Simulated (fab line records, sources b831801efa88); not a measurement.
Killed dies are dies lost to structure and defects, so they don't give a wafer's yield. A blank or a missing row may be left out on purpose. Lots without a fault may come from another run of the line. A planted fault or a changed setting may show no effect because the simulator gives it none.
Tool commonality check | flow sky130 | 13 lots, 39 wafers sampled

WHY IT WAS OPENED
At SKY_NWELL_TW_MEAS_26 the reading NWELL_2_TW is flagged on 1 of 13 lots. Wafers without a fault read 499.7, standard deviation 2.8.
Rule: a lot is flagged when every wafer of it that has a number lies more than 4 standard deviations from that mean, or none has a number. The other lots count as sound.

lot  | measured     | on            | NWELL_2_TW, wafer by wafer | flag
L434 | day 5 14:00  | film_metro-04 | 495.5 495.7 494.8          |
L435 | day 5 18:58  | film_metro-02 | 500.1 500.0 501.1          |
L437 | day 6 02:17  | film_metro-02 | 497.4 496.9 499.0          |
L440 | day 7 00:32  | film_metro-01 | 505.3 504.6 502.5          |
L441 | day 7 05:30  | film_metro-02 | 502.7 502.4 502.5          |
L443 | day 7 14:20  | film_metro-02 | 30.3 30.6 30.5             | FLAGGED
L450 | day 9 11:52  | film_metro-04 | 495.4 499.1 498.0          |
L451 | day 9 12:11  | film_metro-01 | 496.8 496.4 499.4          |
L452 | day 10 05:04 | film_metro-04 | 499.4 498.2 497.2          |
L453 | day 10 08:41 | film_metro-02 | 498.8 501.1 503.8          |
L454 | day 10 10:07 | film_metro-04 | 500.2 499.6 499.2          |
L456 | day 11 09:14 | film_metro-01 | 501.9 501.8 502.3          |
L457 | day 11 13:07 | film_metro-04 | 496.2 496.5 494.9          |
The numbers of the flagged lots are 30.5 on average: -469.2 against the usual, or -99 or more standard deviations.

WHICH TOOL RAN EACH LOT
The record holds 2 process steps before the reading, out of a route of 708 steps. In each cell: the tool, then ch and the chambers that the sampled wafers went through, then the start.
lot  | flag    | SKY_NWELL_STRIP_14                   | SKY_NWELL_STRIP_25
L434 |         | plasma_asher-02 ch 0,1, day 4 19:47  | plasma_asher-01 ch 0,1, day 5 13:54
L435 |         | plasma_asher-02 ch 0,1, day 5 00:27  | plasma_asher-02 ch 0,1, day 5 18:52
L437 |         | plasma_asher-02 ch 0,1, day 5 08:13  | plasma_asher-01 ch 0,1, day 6 02:11
L440 |         | plasma_asher-01 ch 0,1, day 6 05:34  | plasma_asher-03 ch 0,1, day 7 00:26
L441 |         | plasma_asher-02 ch 0,1, day 6 10:16  | plasma_asher-02 ch 0,1, day 7 05:25
L443 | FLAGGED | plasma_asher-03 ch 0,1, day 6 19:19  | plasma_asher-02 ch 0,1, day 7 14:14
L450 |         | plasma_asher-02 ch 0,1, day 8 14:34  | plasma_asher-02 ch 0,1, day 9 11:46
L451 |         | plasma_asher-01 ch 0,1, day 8 17:04  | plasma_asher-02 ch 0,1, day 9 12:05
L452 |         | plasma_asher-03 ch 0,1, day 9 07:43  | plasma_asher-01 ch 0,1, day 10 04:58
L453 |         | plasma_asher-02 ch 0,1, day 9 10:13  | plasma_asher-03 ch 1, day 10 08:35
L454 |         | plasma_asher-01 ch 0,1, day 9 11:29  | plasma_asher-03 ch 0,1, day 10 10:01
L456 |         | plasma_asher-03 ch 0,1, day 10 09:02 | plasma_asher-01 ch 0,1, day 11 09:08
L457 |         | plasma_asher-03 ch 0,1, day 10 14:13 | plasma_asher-03 ch 0,1, day 11 13:01
What these steps do:
- SKY_NWELL_STRIP_14: strips in O2/N2.
- SKY_NWELL_STRIP_25: strips in O2/N2.
- SKY_NWELL_TW_MEAS_26

FLAGGED OVER TOTAL, TOOL BY TOOL (the gauges that took the reading come last)
step                 | tool            | lots run | flagged | share of the flagged lots | sound lots run after its first flagged lot
SKY_NWELL_STRIP_14   | plasma_asher-01 | 3        | 0       | none                      | -
SKY_NWELL_STRIP_14   | plasma_asher-02 | 6        | 0       | none                      | -
SKY_NWELL_STRIP_14   | plasma_asher-03 | 4        | 1       | all                       | 3 (L452,L456,L457)
SKY_NWELL_STRIP_25   | plasma_asher-01 | 4        | 0       | none                      | -
SKY_NWELL_STRIP_25   | plasma_asher-02 | 5        | 1       | all                       | 2 (L450,L451)
SKY_NWELL_STRIP_25   | plasma_asher-03 | 4        | 0       | none                      | -
SKY_NWELL_TW_MEAS_26 | film_metro-01   | 3        | 0       | none                      | -
SKY_NWELL_TW_MEAS_26 | film_metro-02   | 5        | 1       | all                       | 1 (L453)
SKY_NWELL_TW_MEAS_26 | film_metro-04   | 5        | 0       | none                      | -

WHAT THE TABLE ALLOWS
3 rows of the table ran every flagged lot: plasma_asher-03 at SKY_NWELL_STRIP_14, plasma_asher-02 at SKY_NWELL_STRIP_25, film_metro-02 at SKY_NWELL_TW_MEAS_26.
- plasma_asher-03 at SKY_NWELL_STRIP_14: 1 of its 4 lots flagged. Sound lots ran on it after the first flagged one (L452, L456, L457), which a lasting fault on the whole tool wouldn't allow. Its own readings lie more than 4 standard deviations out on every wafer of the flagged lots: oes_product_au.
- plasma_asher-02 at SKY_NWELL_STRIP_25: 1 of its 5 lots flagged. Sound lots ran on it after the first flagged one (L450, L451), which a lasting fault on the whole tool wouldn't allow. Its own readings lie more than 4 standard deviations out on every wafer of the flagged lots: strip_time_to_endpoint_s.
- film_metro-02 at SKY_NWELL_TW_MEAS_26: 1 of its 5 lots flagged. Sound lots ran on it after the first flagged one (L453), which a lasting fault on the whole tool wouldn't allow.
No row of the table ran every flagged lot and no sound lot after the first.

WHAT THE SIMULATOR HAD PUT IN
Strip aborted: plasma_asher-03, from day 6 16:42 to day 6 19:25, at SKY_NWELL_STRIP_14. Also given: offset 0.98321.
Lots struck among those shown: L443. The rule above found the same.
